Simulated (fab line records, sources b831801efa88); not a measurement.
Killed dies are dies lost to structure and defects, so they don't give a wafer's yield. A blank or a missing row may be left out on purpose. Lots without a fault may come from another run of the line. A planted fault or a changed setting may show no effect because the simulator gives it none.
fab line records | flow gf180mcu
record lots=5 wafers=15 last_day=33
route steps=602 shown MVSD@73 MVPSD@78 VT_IMPLANT@90
lots that met no fault: from a run of the same line without faults
start_h: hours from the record's first day to the start of the lot's first wafer shown | wait_h: hours since the lot's step before | " the same as in the row above | L1.1+2: a row that stands for several wafers | - no value, or no start given | * or withheld: withheld | < > ~ a bound
route shown NAME@n: a module of which the file shows steps, and the number in the route of the first | usual: mean/standard deviation of fault-free wafers | same: alike in all rows | chamber/n: place in a boat | sites: the reading at each site | _std_site: their standard deviation | _edge_site: outer sites' mean less inner sites' | radius_mm: how far each site lies from the wafer's centre | mask NAME#n: copy n | behind: the tool/chamber that last shaped the wafer | hold: why the lot was held/for how many hours/how that ended | device: the transistor (n, p or np) that didn't switch | end of line: the same wafers' tests at the end of the route | a step without rows: its recipe alone | killed: dies lost to structure and defects at the first sort, not the wafer's yield | map: a wafer's dies, x killed, . not, _ none there
set.NAME: the setting as run; set.NAME@STEP: as run at that earlier step | model.NAME: the simulator's own value behind a step, which no gauge read
lots at some steps of the route; a table a step, a row a wafer
services: from which hour (start_h, from the record's first day; less than 0 if before it) a tool's chamber was out of use, for how many hours, and why
## steps
# step GF_MVSD_OVL_MEAS_07
# usual MVSD_OVL=0.9/1.3
# columns lot.wafer tool chamber start_h wait_h MVSD_OVL[nm]
L076.2 overlay-01 - 99.25 - -0.3
L076.3 " - " " 0.2
L076.4 " - " " 0.0
L082.1 overlay-01 - 130.65 - 3.9
L082.2 " - " " 3.6
L082.3 " - " " 0.9
L084.2 overlay-02 - 140.00 - 0.4
L084.4 " - " " 1.1
L084.5 " - " " 2.4
L090.1 overlay-01 - 175.50 - 2.7
L090.4 " - " " 1.7
L090.6 " - " " 1.1
L091.1 overlay-02 - 182.60 - -0.3
L091.2 " - " " -0.7
L091.3 " - " " -0.3
# step GF_MVSD_IMPLANT_08
# recipe species=P energy_kev=400 dose_cm2=1.6e+13 tilt_deg=0
# columns lot.wafer tool chamber start_h wait_h
L076.2+3+4 implanter-04 0 99.31 0.0
L082.1+2+3 implanter-01 0 130.69 0.0
L084.2+4+5 implanter-04 0 140.06 0.0
L090.1+4+6 implanter-01 0 175.53 0.0
L091.1+2+3 implanter-04 0 182.64 0.0
# step GF_MVSD_IMPLANT_09
# recipe species=P energy_kev=100 dose_cm2=5e+12 tilt_deg=0
# columns lot.wafer tool chamber start_h wait_h
L076.2+3+4 implanter-04 0 99.46 0.1
L082.1+2+3 implanter-01 0 130.84 0.1
L084.2+4+5 implanter-04 0 140.21 0.1
L090.1+4+6 implanter-01 0 175.68 0.1
L091.1+2+3 implanter-04 0 182.79 0.1
# step GF_MVSD_STRIP_10
# recipe chemistry=O2/N2 power_w=1400 pressure_mtorr=1500 platen_temp_c=250 o2_flow_sccm=3000 n2_flow_sccm=300 overash_fraction=0.5
# usual drypump_motor_current_A=5.6/0.55 heater_power_w=370/34 oes_product_au=0.723/0.0046 strip_time_to_endpoint_s=37.31/0.11
# columns lot.wafer tool chamber start_h wait_h drypump_motor_current_A heater_power_w oes_product_au rf_hours_counter_h strip_time_to_endpoint_s
L076.2 plasma_asher-03 1 99.58 0.1 5.7 311 0.720 45 37.53
L076.3 " 1 " " 5.7 320 0.725 - 37.41
L076.4 " 0 " " 4.7 423 0.732 - 37.29
L082.1 plasma_asher-03 1 130.99 0.1 5.7 314 0.725 1 37.34
L082.2 " 0 " " 4.7 424 0.713 1 37.40
L082.3 " 1 " " 5.7 311 0.722 - 37.30
L084.2 plasma_asher-02 1 140.33 0.1 5.6 374 0.719 34 37.35
L084.4 " 1 " " 5.6 358 0.719 - 37.39
L084.5 " 0 " " 5.3 381 0.723 - 37.37
L090.1 plasma_asher-02 0 175.83 0.1 5.3 387 0.724 38 37.21
L090.4 " 1 " " 5.6 363 0.722 - 37.25
L090.6 " 1 " " 5.6 362 0.711 - 37.22
L091.1 plasma_asher-01 1 182.94 0.1 5.6 357 0.723 54 37.40
L091.2 " 0 " " 6.5 380 0.725 54 37.45
L091.3 " 0 " " 6.5 376 0.724 - 37.37
# step GF_MVSD_TW_MEAS_11
# usual MVSD_TW=1571/12
# columns lot.wafer tool chamber start_h wait_h MVSD_TW
L076.2 film_metro-01 - 99.69 0.1 1568
L076.3 " - " " 1567
L076.4 " - " " 1573
L082.1 film_metro-01 - 131.09 0.1 1563
L082.2 " - " " 1547
L082.3 " - " " 1551
L084.2 film_metro-01 - 140.44 0.1 1556
L084.4 " - " " 1566
L084.5 " - " " 1553
L090.1 film_metro-04 - 175.93 0.1 1591
L090.4 " - " " 1579
L090.6 " - " " 1579
L091.1 film_metro-02 - 183.04 0.1 1557
L091.2 " - " " 1556
L091.3 " - " " 1552
# step GF_MVPSD_DEHYDRATE_00
# recipe temp_c=200 time_s=60
# columns lot.wafer tool chamber start_h wait_h
L076.2+3+4 litho_track-02 0 105.93 6.2
L082.1+2+3 litho_track-02 0 137.65 6.6
L084.2+4+5 litho_track-02 0 148.13 7.7
L090.1+4+6 litho_track-01 0 183.78 7.8
L091.1+2+3 litho_track-04 0 190.05 7.0
# step GF_MVPSD_HMDS_01
# recipe prime_time_s=60 prime_temp_c=120
# columns lot.wafer tool chamber start_h wait_h
L076.2+3+4 litho_track-02 0 106.08 0.1
L082.1+2+3 litho_track-02 0 137.80 0.1
L084.2+4+5 litho_track-02 0 148.28 0.1
L090.1+4+6 litho_track-01 0 183.93 0.1
L091.1+2+3 litho_track-04 0 190.20 0.1
# step GF_MVPSD_COAT_02
# recipe spin_rpm=2000 resist_thk_nm=3000
# columns lot.wafer tool chamber start_h wait_h
L076.2+3+4 litho_track-02 0 106.23 0.1
L082.1+2+3 litho_track-02 0 137.95 0.1
L084.2+4+5 litho_track-02 0 148.43 0.1
L090.1+4+6 litho_track-01 0 184.08 0.1
L091.1+2+3 litho_track-04 0 190.35 0.1
# step GF_MVPSD_SOFTBAKE_03
# recipe temp_c=110 time_s=withheld
# columns lot.wafer tool chamber start_h wait_h
L076.2+3+4 litho_track-02 0 106.39 0.1
L082.1+2+3 litho_track-02 0 138.10 0.1
L084.2+4+5 litho_track-02 0 148.59 0.1
L090.1+4+6 litho_track-01 0 184.23 0.1
L091.1+2+3 litho_track-04 0 190.50 0.1
# step GF_MVPSD_EXPOSE_04
# recipe mask_id=MVPSD target_cd_nm=1000 na=0.6 source_shape=conventional sigma_outer=0.6 dose_mj=260
# columns lot.wafer tool chamber start_h wait_h mask
L076.2+3+4 iline_stepper-01 0 - - MVPSD#0
L082.1+2+3 iline_stepper-02 0 - - MVPSD#0
L084.2+4+5 iline_stepper-01 0 - - MVPSD#0
L090.1+4+6 iline_stepper-01 0 - - MVPSD#0
L091.1+2+3 iline_stepper-02 0 - - MVPSD#0
# step GF_MVPSD_PEB_05
# recipe temp_c=115 time_s=withheld
# columns lot.wafer tool chamber start_h wait_h
L076.2+3+4 litho_track-02 0 - -
L082.1+2+3 litho_track-02 0 - -
L084.2+4+5 litho_track-02 0 - -
L090.1+4+6 litho_track-01 0 - -
L091.1+2+3 litho_track-02 0 - -
# step GF_MVPSD_DEVELOP_06
# recipe wall_angle_deg=90 develop_time_s=60 dev_temp_c=23
# columns lot.wafer tool chamber start_h wait_h
L076.2+3+4 litho_track-02 0 - -
L082.1+2+3 litho_track-02 0 - -
L084.2+4+5 litho_track-02 0 - -
L090.1+4+6 litho_track-01 0 - -
L091.1+2+3 litho_track-02 0 - -
# step GF_MVPSD_OVL_MEAS_07
# usual MVPSD_OVL=-0.1/1.4
# columns lot.wafer tool chamber start_h wait_h MVPSD_OVL[nm]
L076.2 overlay-02 - 113.91 - 0.6
L076.3 " - " " 0.1
L076.4 " - " " -2.2
L082.1 overlay-02 - 146.00 - 0.4
L082.2 " - " " -1.1
L082.3 " - " " -1.8
L084.2 overlay-01 - 156.31 - -0.7
L084.4 " - " " 0.2
L084.5 " - " " -0.1
L090.1 overlay-02 - 192.63 - -1.7
L090.4 " - " " -0.3
L090.6 " - " " -2.4
L091.1 overlay-02 - 199.10 - 2.2
L091.2 " - " " -0.2
L091.3 " - " " 1.6
# step GF_MVPSD_IMPLANT_08
# recipe species=B energy_kev=170 dose_cm2=1.479e+13 tilt_deg=0
# columns lot.wafer tool chamber start_h wait_h
L076.2+3+4 implanter-04 0 113.96 0.0
L082.1+2+3 implanter-01 0 146.04 0.0
L084.2+4+5 implanter-04 0 156.36 0.0
L090.1+4+6 implanter-04 0 192.67 0.0
L091.1+2+3 implanter-03 0 199.14 0.0
# step GF_MVPSD_IMPLANT_09
# recipe species=B energy_kev=40 dose_cm2=5e+12 tilt_deg=0
# columns lot.wafer tool chamber start_h wait_h
L076.2+3+4 implanter-04 0 114.11 0.1
L082.1+2+3 implanter-01 0 146.19 0.1
L084.2+4+5 implanter-04 0 156.51 0.1
L090.1+4+6 implanter-04 0 192.82 0.1
L091.1+2+3 implanter-03 0 199.29 0.1
# step GF_MVPSD_STRIP_10
# recipe chemistry=O2/N2 power_w=1400 pressure_mtorr=1500 platen_temp_c=250 o2_flow_sccm=3000 n2_flow_sccm=300 overash_fraction=0.5
# usual drypump_motor_current_A=5.5/0.32 heater_power_w=353/32 oes_product_au=0.722/0.0043 strip_time_to_endpoint_s=36.94/0.11
# columns lot.wafer tool chamber start_h wait_h drypump_motor_current_A heater_power_w oes_product_au rf_hours_counter_h strip_time_to_endpoint_s
L076.2 plasma_asher-02 1 114.24 0.1 5.6 362 0.725 31 37.11
L076.3 " 1 " " 5.6 365 0.728 - 37.07
L076.4 " 0 " " 5.3 377 0.720 - 37.04
L082.1 plasma_asher-02 1 146.34 0.1 5.6 365 0.716 35 36.94
L082.2 " 0 " " 5.3 393 0.714 35 36.93
L082.3 " 0 " " 5.3 388 0.722 - 36.95
L084.2 plasma_asher-02 1 156.64 0.1 5.6 372 0.723 36 37.06
L084.4 " 1 " " 5.6 367 0.712 - 37.00
L084.5 " 1 " " 5.6 368 0.719 - 37.08
L090.1 plasma_asher-02 1 192.97 0.1 5.6 373 0.714 40 36.94
L090.4 " 0 " " 5.3 385 0.734 - 37.03
L090.6 " 0 " " 5.3 381 0.724 - 36.88
L091.1 plasma_asher-04 0 199.44 0.1 5.3 332 0.721 54 36.96
L091.2 " 1 " " 5.8 336 0.714 54 36.88
L091.3 " 1 " " 5.9 332 0.713 - 36.77
# step GF_MVPSD_TW_MEAS_11
# usual MVPSD_TW=548/4.6
# columns lot.wafer tool chamber start_h wait_h MVPSD_TW
L076.2 film_metro-04 - 114.35 0.1 553
L076.3 " - " " 553
L076.4 " - " " 556
L082.1 film_metro-01 - 146.44 0.1 544
L082.2 " - " " 546
L082.3 " - " " 541
L084.2 film_metro-04 - 156.75 0.1 555
L084.4 " - " " 554
L084.5 " - " " 553
L090.1 film_metro-01 - 193.07 0.1 546
L090.4 " - " " 547
L090.6 " - " " 546
L091.1 film_metro-04 - 199.54 0.1 550
L091.2 " - " " 552
L091.3 " - " " 553
# step GF_VT_IMPLANT_DEHYDRATE_00
# recipe temp_c=200 time_s=60
# columns lot.wafer tool chamber start_h wait_h
L076.2+3+4 litho_track-01 0 120.86 6.5
L082.1+2+3 litho_track-02 0 153.50 7.1
L084.2+4+5 litho_track-01 0 164.51 7.7
L090.1+4+6 litho_track-01 0 200.58 7.5
L091.1+2+3 litho_track-01 0 207.48 7.9
# step GF_VT_IMPLANT_HMDS_01
# recipe prime_time_s=60 prime_temp_c=120
# columns lot.wafer tool chamber start_h wait_h
L076.2+3+4 litho_track-01 0 121.01 0.1
L082.1+2+3 litho_track-02 0 153.65 0.1
L084.2+4+5 litho_track-01 0 164.66 0.1
L090.1+4+6 litho_track-01 0 200.73 0.1
L091.1+2+3 litho_track-01 0 207.63 0.1
# step GF_VT_IMPLANT_COAT_02
# recipe resist=NOVOLAK spin_rpm=3000 resist_thk_nm=1000
# columns lot.wafer tool chamber start_h wait_h
L076.2+3+4 litho_track-01 0 121.16 0.1
L082.1+2+3 litho_track-02 0 153.80 0.1
L084.2+4+5 litho_track-01 0 164.81 0.1
L090.1+4+6 litho_track-01 0 200.88 0.1
L091.1+2+3 litho_track-01 0 207.78 0.1
# step GF_VT_IMPLANT_SOFTBAKE_03
# recipe temp_c=90 time_s=60 resist=NOVOLAK
# columns lot.wafer tool chamber start_h wait_h
L076.2+3+4 litho_track-01 0 121.31 0.1
L082.1+2+3 litho_track-02 0 153.95 0.1
L084.2+4+5 litho_track-01 0 164.96 0.1
L090.1+4+6 litho_track-01 0 201.03 0.1
L091.1+2+3 litho_track-01 0 207.93 0.1
# step GF_VT_IMPLANT_EXPOSE_04
# recipe mask_id=LVPWELL_LV_AREA target_cd_nm=600 na=0.6 source_shape=conventional sigma_outer=0.6 dose_mj=140
# columns lot.wafer tool chamber start_h wait_h mask
L076.2+3+4 iline_stepper-02 0 - - LVPWELL_LV_AREA#0
L082.1+2+3 iline_stepper-02 0 - - LVPWELL_LV_AREA#0
L084.2+4+5 iline_stepper-01 0 - - LVPWELL_LV_AREA#0
L090.1+4+6 iline_stepper-01 0 - - LVPWELL_LV_AREA#0
L091.1+2+3 iline_stepper-01 0 - - LVPWELL_LV_AREA#0
# step GF_VT_IMPLANT_PEB_05
# recipe temp_c=withheld time_s=* resist=NOVOLAK
# columns lot.wafer tool chamber start_h wait_h
L076.2+3+4 litho_track-02 0 - -
L082.1+2+3 litho_track-03 0 - -
L084.2+4+5 litho_track-01 0 - -
L090.1+4+6 litho_track-01 0 - -
L091.1+2+3 litho_track-03 0 - -
# step GF_VT_IMPLANT_DEVELOP_06
# recipe develop_time_s=60 dev_temp_c=22.28
# columns lot.wafer tool chamber start_h wait_h
L076.2+3+4 litho_track-02 0 128.63 0.1
L082.1+2+3 litho_track-03 0 162.35 0.1
L084.2+4+5 litho_track-01 0 172.91 0.1
L090.1+4+6 litho_track-01 0 209.18 0.1
L091.1+2+3 litho_track-03 0 216.80 0.1
# step GF_VT_IMPLANT_OVL_MEAS_07
# usual VT_IMPLANT_OVL=0.2/1.1
# columns lot.wafer tool chamber start_h wait_h VT_IMPLANT_OVL[nm]
L076.2 overlay-02 - 128.76 0.1 -0.6
L076.3 " - " " -1.1
L076.4 " - " " 0.4
L082.1 overlay-02 - 162.50 0.1 0.9
L082.2 " - " " 1.0
L082.3 " - " " 1.0
L084.2 overlay-02 - 173.04 0.1 0.7
L084.4 " - " " 0.5
L084.5 " - " " -0.4
L090.1 overlay-02 - 209.33 0.1 -0.8
L090.4 " - " " 0.1
L090.6 " - " " 0.3
L091.1 overlay-02 - 216.95 0.1 1.5
L091.2 " - " " 1.4
L091.3 " - " " 0.9
# step GF_VT_IMPLANT_IMPLANT_08
# recipe species=BF2 energy_kev=20 dose_cm2=8.29e+12 tilt_deg=7
# columns lot.wafer tool chamber start_h wait_h
L076.2+3+4 implanter-04 0 128.81 0.0
L082.1+2+3 implanter-03 0 162.53 0.0
L084.2+4+5 implanter-04 0 173.09 0.0
L090.1+4+6 implanter-02 0 209.37 0.0
L091.1+2+3 implanter-02 0 216.98 0.0
# step GF_VT_IMPLANT_STRIP_09
# recipe chemistry=O2/N2 power_w=1400 pressure_mtorr=1500 platen_temp_c=250 o2_flow_sccm=3000 n2_flow_sccm=300 overash_fraction=0.5
# usual drypump_motor_current_A=5.7/0.55 heater_power_w=358/37 oes_product_au=0.716/0.0049 strip_time_to_endpoint_s=12.62/0.034
# columns lot.wafer tool chamber start_h wait_h drypump_motor_current_A heater_power_w oes_product_au rf_hours_counter_h strip_time_to_endpoint_s
L076.2 plasma_asher-03 1 128.94 0.1 5.7 309 0.720 1 12.58
L076.3 " 0 " " 4.7 432 0.717 - 12.58
L076.4 " 1 " " 5.7 318 0.722 - 12.57
L082.1 plasma_asher-04 1 162.68 0.1 5.8 330 0.708 51 12.58
L082.2 " 0 " " 5.3 324 0.712 51 12.63
L082.3 " 0 " " 5.3 325 0.727 - 12.64
L084.2 plasma_asher-04 1 173.22 0.1 5.8 333 0.719 52 12.57
L084.4 " 0 " " 5.3 323 0.718 - 12.61
L084.5 " 1 " " 5.9 338 0.718 - 12.59
L090.1 plasma_asher-01 1 209.52 0.1 5.6 352 0.707 57 12.66
L090.4 " 1 " " 5.7 353 0.719 - 12.62
L090.6 " 1 " " 5.7 356 0.722 - 12.65
L091.1 plasma_asher-01 1 217.13 0.1 5.7 361 0.713 58 12.58
L091.2 " 0 " " 6.5 378 0.713 58 12.58
L091.3 " 0 " " 6.5 383 0.715 - 12.61
# step GF_VT_IMPLANT_TW_MEAS_10
# usual VT_IMPLANT_TW=563/6
# columns lot.wafer tool chamber start_h wait_h VT_IMPLANT_TW
L076.2 film_metro-01 - 129.05 0.1 559
L076.3 " - " " 557
L076.4 " - " " 558
L082.1 film_metro-02 - 162.78 0.1 558
L082.2 " - " " 557
L082.3 " - " " 557
L084.2 film_metro-03 - 173.33 0.1 571
L084.4 " - " " 570
L084.5 " - " " 566
L090.1 film_metro-03 - 209.62 0.1 568
L090.4 " - " " 569
L090.6 " - " " 568
L091.1 film_metro-01 - 217.23 0.1 553
L091.2 " - " " 555
L091.3 " - " " 554
# step GF_VT_IMPLANT_DEHYDRATE_11
# recipe temp_c=200 time_s=60
# columns lot.wafer tool chamber start_h wait_h
L076.2+3+4 litho_track-03 0 136.02 7.0
L082.1+2+3 litho_track-01 0 170.23 7.4
L084.2+4+5 litho_track-03 0 180.97 7.6
L090.1+4+6 litho_track-03 0 217.90 8.3
L091.1+2+3 litho_track-02 0 225.65 8.4
# step GF_VT_IMPLANT_HMDS_12
# recipe prime_time_s=60 prime_temp_c=120
# columns lot.wafer tool chamber start_h wait_h
L076.2+3+4 litho_track-03 0 136.17 0.1
L082.1+2+3 litho_track-01 0 170.38 0.1
L084.2+4+5 litho_track-03 0 181.12 0.1
L090.1+4+6 litho_track-03 0 218.05 0.1
L091.1+2+3 litho_track-02 0 225.80 0.1
# step GF_VT_IMPLANT_COAT_13
# recipe resist=NOVOLAK spin_rpm=3000 resist_thk_nm=1000
# columns lot.wafer tool chamber start_h wait_h
L076.2+3+4 litho_track-03 0 136.32 0.1
L082.1+2+3 litho_track-01 0 170.53 0.1
L084.2+4+5 litho_track-03 0 181.27 0.1
L090.1+4+6 litho_track-03 0 218.20 0.1
L091.1+2+3 litho_track-02 0 225.95 0.1
# step GF_VT_IMPLANT_SOFTBAKE_14
# recipe temp_c=90 time_s=60 resist=NOVOLAK
# columns lot.wafer tool chamber start_h wait_h
L076.2+3+4 litho_track-03 0 136.47 0.1
L082.1+2+3 litho_track-01 0 170.68 0.1
L084.2+4+5 litho_track-03 0 181.42 0.1
L090.1+4+6 litho_track-03 0 218.35 0.1
L091.1+2+3 litho_track-02 0 226.10 0.1
# step GF_VT_IMPLANT_EXPOSE_15
# recipe mask_id=Nwell_LV_AREA target_cd_nm=860 na=0.6 source_shape=conventional sigma_outer=0.6 dose_mj=140
# columns lot.wafer tool chamber start_h wait_h mask
L076.2+3+4 iline_stepper-01 0 - - Nwell_LV_AREA#0
L082.1+2+3 iline_stepper-01 0 - - Nwell_LV_AREA#0
L084.2+4+5 iline_stepper-02 0 - - Nwell_LV_AREA#0
L090.1+4+6 iline_stepper-01 0 - - Nwell_LV_AREA#0
L091.1+2+3 iline_stepper-02 0 - - Nwell_LV_AREA#0
# step GF_VT_IMPLANT_PEB_16
# recipe temp_c=withheld time_s=* resist=NOVOLAK
# columns lot.wafer tool chamber start_h wait_h
L076.2+3+4 litho_track-01 0 - -
L082.1+2+3 litho_track-01 0 - -
L084.2+4+5 litho_track-01 0 - -
L090.1+4+6 litho_track-03 0 - -
L091.1+2+3 litho_track-03 0 - -
# step GF_VT_IMPLANT_DEVELOP_17
# recipe develop_time_s=60 dev_temp_c=23
# columns lot.wafer tool chamber start_h wait_h
L076.2+3+4 litho_track-01 0 143.96 0.1
L082.1+2+3 litho_track-01 0 178.78 0.1
L084.2+4+5 litho_track-01 0 189.66 0.1
L090.1+4+6 litho_track-03 0 226.85 0.1
L091.1+2+3 litho_track-03 0 235.50 0.1
# step GF_VT_IMPLANT_OVL_MEAS_18
# usual VT_IMPLANT_01_OVL=0.1/1.4
# columns lot.wafer tool chamber start_h wait_h VT_IMPLANT_01_OVL[nm]
L076.2 overlay-01 - 144.09 0.1 -1.0
L076.3 " - " " -1.2
L076.4 " - " " 0.5
L082.1 overlay-02 - 178.93 0.1 -0.6
L082.2 " - " " 1.4
L082.3 " - " " -0.1
L084.2 overlay-01 - 189.79 0.1 0.3
L084.4 " - " " -0.9
L084.5 " - " " -0.2
L090.1 overlay-02 - 227.00 0.1 1.0
L090.4 " - " " 2.2
L090.6 " - " " 1.1
L091.1 overlay-01 - 235.65 0.1 -2.6
L091.2 " - " " -0.1
L091.3 " - " " -1.9
# step GF_VT_IMPLANT_IMPLANT_19
# recipe species=As energy_kev=100 dose_cm2=4.35e+12 tilt_deg=7
# columns lot.wafer tool chamber start_h wait_h
L076.2+3+4 implanter-04 0 144.14 0.0
L082.1+2+3 implanter-02 0 178.97 0.0
L084.2+4+5 implanter-04 0 189.84 0.0
L090.1+4+6 implanter-03 0 227.03 0.0
L091.1+2+3 implanter-02 0 235.68 0.0
# step GF_VT_IMPLANT_STRIP_20
# recipe chemistry=O2/N2 power_w=1400 pressure_mtorr=1500 platen_temp_c=250 o2_flow_sccm=3000 n2_flow_sccm=300 overash_fraction=0.5
# usual drypump_motor_current_A=5.8/0.58 heater_power_w=365/35 oes_product_au=0.715/0.0044 strip_time_to_endpoint_s=12.63/0.032
# columns lot.wafer tool chamber start_h wait_h drypump_motor_current_A heater_power_w oes_product_au rf_hours_counter_h strip_time_to_endpoint_s
L076.2 plasma_asher-01 1 144.27 0.1 5.7 356 0.713 50 12.64
L076.3 " 1 " " 5.7 360 0.719 - 12.66
L076.4 " 0 " " 6.5 381 0.717 - 12.67
L082.1 plasma_asher-01 1 179.12 0.1 5.6 352 0.714 54 12.63
L082.2 " 0 " " 6.5 377 0.717 54 12.60
L082.3 " 1 " " 5.7 342 0.717 - 12.64
L084.2 plasma_asher-01 0 189.97 0.1 6.5 375 0.715 55 12.63
L084.4 " 1 " " 5.7 370 0.717 - 12.65
L084.5 " 1 " " 5.7 350 0.707 - 12.63
L090.1 plasma_asher-03 1 227.18 0.1 5.7 321 0.721 12 12.64
L090.4 " 0 " " 4.7 430 0.716 - 12.71
L090.6 " 0 " " 4.7 437 0.717 - 12.63
L091.1 plasma_asher-04 1 235.83 0.1 5.9 334 0.716 57 12.60
L091.2 " 0 " " 5.3 330 0.717 57 12.62
L091.3 " 1 " " 5.8 330 0.712 - 12.63
# step GF_VT_IMPLANT_TW_MEAS_21
# usual VT_IMPLANT_2_TW=1207/12
# columns lot.wafer tool chamber start_h wait_h VT_IMPLANT_2_TW
L076.2 film_metro-01 - 144.38 0.1 1196
L076.3 " - " " 1186
L076.4 " - " " 1193
L082.1 film_metro-02 - 179.22 0.1 1198
L082.2 " - " " 1204
L082.3 " - " " 1197
L084.2 film_metro-03 - 190.08 0.1 1231
L084.4 " - " " 1230
L084.5 " - " " 1225
L090.1 film_metro-01 - 227.28 0.1 1198
L090.4 " - " " 1200
L090.6 " - " " 1199
L091.1 film_metro-01 - 235.93 0.1 1193
L091.2 " - " " 1201
L091.3 " - " " 1199
# step GF_VT_IMPLANT_DEHYDRATE_22
# recipe temp_c=200 time_s=60
# columns lot.wafer tool chamber start_h wait_h
L076.2+3+4 litho_track-01 0 151.36 7.0
L082.1+2+3 litho_track-03 0 186.55 7.3
L084.2+4+5 litho_track-03 0 198.67 8.6
L090.1+4+6 litho_track-01 0 236.08 8.8
L091.1+2+3 litho_track-02 0 244.15 8.2
# step GF_VT_IMPLANT_HMDS_23
# recipe prime_time_s=60 prime_temp_c=120
# columns lot.wafer tool chamber start_h wait_h
L076.2+3+4 litho_track-01 0 151.51 0.1
L082.1+2+3 litho_track-03 0 186.70 0.1
L084.2+4+5 litho_track-03 0 198.82 0.1
L090.1+4+6 litho_track-01 0 236.23 0.1
L091.1+2+3 litho_track-02 0 244.30 0.1
# step GF_VT_IMPLANT_COAT_24
# recipe resist=NOVOLAK spin_rpm=3000 resist_thk_nm=1000
# columns lot.wafer tool chamber start_h wait_h
L076.2+3+4 litho_track-01 0 151.66 0.1
L082.1+2+3 litho_track-03 0 186.85 0.1
L084.2+4+5 litho_track-03 0 198.97 0.1
L090.1+4+6 litho_track-01 0 236.38 0.1
L091.1+2+3 litho_track-02 0 244.45 0.1
# step GF_VT_IMPLANT_SOFTBAKE_25
# recipe temp_c=90 time_s=60 resist=NOVOLAK
# columns lot.wafer tool chamber start_h wait_h
L076.2+3+4 litho_track-01 0 151.81 0.1
L082.1+2+3 litho_track-03 0 187.00 0.1
L084.2+4+5 litho_track-03 0 199.12 0.1
L090.1+4+6 litho_track-01 0 236.53 0.1
L091.1+2+3 litho_track-02 0 244.60 0.1
# step GF_VT_IMPLANT_EXPOSE_26
# recipe mask_id=LVPWELL_HV_AREA target_cd_nm=860 na=0.6 source_shape=conventional sigma_outer=0.6 dose_mj=140
# columns lot.wafer tool chamber start_h wait_h mask
L076.2+3+4 iline_stepper-01 0 - - LVPWELL_HV_AREA#0
L082.1+2+3 iline_stepper-01 0 - - LVPWELL_HV_AREA#0
L084.2+4+5 iline_stepper-02 0 - - LVPWELL_HV_AREA#0
L090.1+4+6 iline_stepper-02 0 - - LVPWELL_HV_AREA#0
L091.1+2+3 iline_stepper-01 0 - - LVPWELL_HV_AREA#0
# step GF_VT_IMPLANT_PEB_27
# recipe temp_c=withheld time_s=* resist=NOVOLAK
# columns lot.wafer tool chamber start_h wait_h
L076.2+3+4 litho_track-01 0 - -
L082.1+2+3 litho_track-01 0 - -
L084.2+4+5 litho_track-01 0 - -
L090.1+4+6 litho_track-03 0 - -
L091.1+2+3 litho_track-03 0 - -
# step GF_VT_IMPLANT_DEVELOP_28
# recipe develop_time_s=60 dev_temp_c=23
# columns lot.wafer tool chamber start_h wait_h
L076.2+3+4 litho_track-01 0 159.66 0.1
L082.1+2+3 litho_track-01 0 195.78 0.1
L084.2+4+5 litho_track-01 0 207.36 0.1
L090.1+4+6 litho_track-03 0 245.70 0.1
L091.1+2+3 litho_track-03 0 253.90 0.1
# step GF_VT_IMPLANT_OVL_MEAS_29
# usual VT_IMPLANT_02_OVL=-1.0/1.4
# columns lot.wafer tool chamber start_h wait_h VT_IMPLANT_02_OVL[nm]
L076.2 overlay-01 - 159.79 0.1 -0.7
L076.3 " - " " -0.5
L076.4 " - " " 0.6
L082.1 overlay-01 - 195.93 0.1 -1.4
L082.2 " - " " -1.1
L082.3 " - " " -0.1
L084.2 overlay-02 - 207.49 0.1 -1.8
L084.4 " - " " -3.0
L084.5 " - " " -2.2
L090.1 overlay-02 - 245.85 0.1 0.4
L090.4 " - " " -0.6
L090.6 " - " " 2.8
L091.1 overlay-02 - 254.05 0.1 -3.4
L091.2 " - " " -2.5
L091.3 " - " " -3.2
# step GF_VT_IMPLANT_IMPLANT_30
# recipe species=B energy_kev=25 dose_cm2=2.534e+12 tilt_deg=7
# columns lot.wafer tool chamber start_h wait_h
L076.2+3+4 implanter-03 0 159.84 0.0
L082.1+2+3 implanter-04 0 195.97 0.0
L084.2+4+5 implanter-04 0 207.54 0.0
L090.1+4+6 implanter-03 0 245.88 0.0
L091.1+2+3 implanter-02 0 254.08 0.0
# step GF_VT_IMPLANT_STRIP_31
# recipe chemistry=O2/N2 power_w=1400 pressure_mtorr=1500 platen_temp_c=250 o2_flow_sccm=3000 n2_flow_sccm=300 overash_fraction=0.5
# usual drypump_motor_current_A=5.7/0.58 heater_power_w=363/38 oes_product_au=0.716/0.0046 strip_time_to_endpoint_s=12.63/0.033
# columns lot.wafer tool chamber start_h wait_h drypump_motor_current_A heater_power_w oes_product_au rf_hours_counter_h strip_time_to_endpoint_s
L076.2 plasma_asher-01 1 159.97 0.1 5.7 353 0.715 52 12.60
L076.3 " 1 " " 5.7 349 0.716 - 12.64
L076.4 " 0 " " 6.5 382 0.716 - 12.61
L082.1 plasma_asher-03 1 196.12 0.1 5.7 322 0.712 9 12.65
L082.2 " 0 " " 4.7 431 0.713 9 12.65
L082.3 " 1 " " 5.7 313 0.719 - 12.63
L084.2 plasma_asher-01 1 207.67 0.1 5.6 352 0.714 57 12.61
L084.4 " 0 " " 6.5 378 0.707 - 12.60
L084.5 " 0 " " 6.5 386 0.718 - 12.61
L090.1 plasma_asher-01 0 246.03 0.1 6.5 375 0.711 61 12.65
L090.4 " 1 " " 5.7 350 0.704 - 12.66
L090.6 " 1 " " 5.6 355 0.723 - 12.63
L091.1 plasma_asher-03 0 254.23 0.1 4.7 421 0.722 14 12.68
L091.2 " 1 " " 5.7 320 0.718 14 12.69
L091.3 " 0 " " 4.7 426 0.719 - 12.68
## services
# columns tool chamber start_h hours kind
iline_stepper-02 0 77.51 - calibration
iline_stepper-01 - 77.60 16.6 repair
implanter-04 - 81.06 10.7 pm
plasma_asher-03 - 84.01 1.3 repair
iline_stepper-01 0 84.07 - calibration
implanter-02 - 87.04 2.4 repair
implanter-01 - 96.94 6.8 pm
plasma_asher-04 - 100.56 2.8 pm
plasma_asher-03 - 108.75 9.0 pm
plasma_asher-03 0 108.75 9.0 vent_cycle
plasma_asher-03 1 108.75 9.0 vent_cycle
implanter-03 - 109.45 3.8 repair
implanter-03 - 110.64 6.1 repair
plasma_asher-03 0 117.75 - clean
plasma_asher-03 1 117.75 - clean
iline_stepper-01 - 129.25 4.4 pm
iline_stepper-02 - 134.55 - calibration
implanter-02 - 174.96 2.4 repair
plasma_asher-04 - 182.51 14.6 pm
iline_stepper-02 - 193.19 1.7 pm
plasma_asher-03 - 196.23 3.5 repair
implanter-01 - 205.65 20.5 pm
litho_track-04 - 229.04 - consumable_replace:filter
iline_stepper-01 - 245.55 4.7 repair
## key
fault none
